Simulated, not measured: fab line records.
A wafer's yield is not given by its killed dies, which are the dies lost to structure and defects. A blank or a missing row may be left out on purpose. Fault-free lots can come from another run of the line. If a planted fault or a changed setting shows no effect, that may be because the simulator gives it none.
Problem report, 8D (eight disciplines) form, completed by code || flow sky130 || the parts of the form that need people (team, actions taken, sign-off) are left out

## 1. PROBLEM STATEMENT
Mean of killed_at_M0_to_M3 at SKY_PAD_OPEN_PROBE_99: 298 across 2 wafers in 2 lots; on wafers with no fault it is 44 (standard deviation 7.2). Measured from the usual mean, that is +35 standard deviations.
First seen on wafer L729.4, day 50 21:17, on prober-01. Wafers with a number at this step in the record: 15, from 5 lots. Rule for "out" (also "out of limits"): further than 4 standard deviations from the usual mean. Any other wafer with a number is counted as sound.

## 2. WHAT THIS IS AND IS NOT
{"question": "which readings at this step", "is": "killed_at_M0_to_M3, defect-limited-yield, killed-dies, killed-on-rim, sort_bin_3_pad_short, sort_bin_5_function, sort_bin_6_memory, sort-n-pass, sort-yield-pct", "is not": "killed_at_M4_up, killed-at-front-end, killed-at-other"}
{"question": "which lots", "is": "L729, L731", "is not": "L713, L718, L723"}
{"question": "which wafers of those lots", "is": "L729.4, L731.3", "is not": "L729.3, L729.6, L731.2, L731.5"}
{"question": "read on which tools", "is": "prober-01, prober-02", "is not": "-"}
{"question": "when", "is": "from day 50 21:17", "is not": "up to then (10 sound wafers); but 3 sound wafers of L729, L731 came after"}

## 3. WHAT RULES OUT EACH SUSPECT
Counting: any tool at a process step up to the reading remains a suspect provided it ran every lot that is out. Sound lots after the first of them don't rule it out here, since some wafers of a struck lot are sound.
- cmp-01 at SKY_VIA2_CMP_02 (polishes SiO2): kept. Every lot that is out went through it, the first being L729 (day 41 21:46); the last sound lot it ran before that was L718 (day 38 18:47).
- cmp-02 at SKY_VIA4_CMP_02 (polishes SiO2): kept. Every lot that is out went through it, the first being L729 (day 47 17:25); the last sound lot it ran before that was L718 (day 45 01:52).
- At SKY_VIA2_CMP_02, inside cmp-01: chamber 1 took the wafers that are out, while their sound lot-mates went through chambers 2, 3.
- At SKY_VIA4_CMP_02, inside cmp-02: chamber 1 took the wafers that are out, while their sound lot-mates went through chambers 0, 2.
Remaining after the count are cmp-01 at SKY_VIA2_CMP_02 and cmp-02 at SKY_VIA4_CMP_02.

## 4. THE CAUSE (what the simulator had put in)
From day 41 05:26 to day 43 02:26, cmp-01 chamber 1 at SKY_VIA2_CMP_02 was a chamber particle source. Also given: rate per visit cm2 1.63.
After counting, 2 suspects remain, this tool included.

## 5. SEQUENCE OF EFFECTS, ordered by route
Rows list readings where the struck wafers' mean (over those with a number) sits beyond 3 standard deviations from the usual. Only readings for which the record gives a usual standard deviation are gone through. hours: the time from each lot's start at the first step in this table that gives one to its start at this step, as a median over the lots. sigmas: the change in usual standard deviations.
{"hours": 0, "step": "SKY_PAD_OPEN_PROBE_99", "reading": "defect-limited-yield", "usual": "82.5 %", "on struck wafers": 33.8, "change": -48.8, "sigmas": -26}
{"hours": 0, "step": "SKY_PAD_OPEN_PROBE_99", "reading": "killed_at_M0_to_M3", "usual": 44, "on struck wafers": 298, "change": "+254", "sigmas": "+35"}
{"hours": 0, "step": "SKY_PAD_OPEN_PROBE_99", "reading": "killed-dies", "usual": 86, "on struck wafers": 326, "change": "+240", "sigmas": "+26"}
{"hours": 0, "step": "SKY_PAD_OPEN_PROBE_99", "reading": "killed-on-rim", "usual": 16, "on struck wafers": 58, "change": "+42", "sigmas": "+12"}
{"hours": 0, "step": "SKY_PAD_OPEN_PROBE_99", "reading": "sort_bin_3_pad_short", "usual": "0.9 %", "on struck wafers": 4.9, "change": "+4.0", "sigmas": "+10"}
{"hours": 0, "step": "SKY_PAD_OPEN_PROBE_99", "reading": "sort_bin_5_function", "usual": "10.2 %", "on struck wafers": 44.4, "change": "+34.2", "sigmas": "+21"}
{"hours": 0, "step": "SKY_PAD_OPEN_PROBE_99", "reading": "sort_bin_6_memory", "usual": "6.4 %", "on struck wafers": 17.0, "change": "+10.6", "sigmas": "+8.8"}
{"hours": 0, "step": "SKY_PAD_OPEN_PROBE_99", "reading": "sort-n-pass", "usual": 406, "on struck wafers": 166, "change": -240, "sigmas": -26}
{"hours": 0, "step": "SKY_PAD_OPEN_PROBE_99", "reading": "sort-yield-pct", "usual": "82.5 %", "on struck wafers": 33.8, "change": -48.8, "sigmas": -26}
The process steps in it:
- SKY_PAD_OPEN_PROBE_99

## 6. HOW IT WOULD HAVE BEEN CAUGHT EARLIER
The fault began at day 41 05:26; the first out-of-limits reading in this record came at day 50 21:17, 232 hours later.
Tool readings at SKY_VIA2_CMP_02 with a usual standard deviation given in the record: none out on any struck wafer, hence no alarm at a limit of 4 standard deviations on them.
By day 50 21:17, every lot that is out (2) had started SKY_VIA2_CMP_02 on cmp-01. Tool hold at that time: it would have spared none of them.
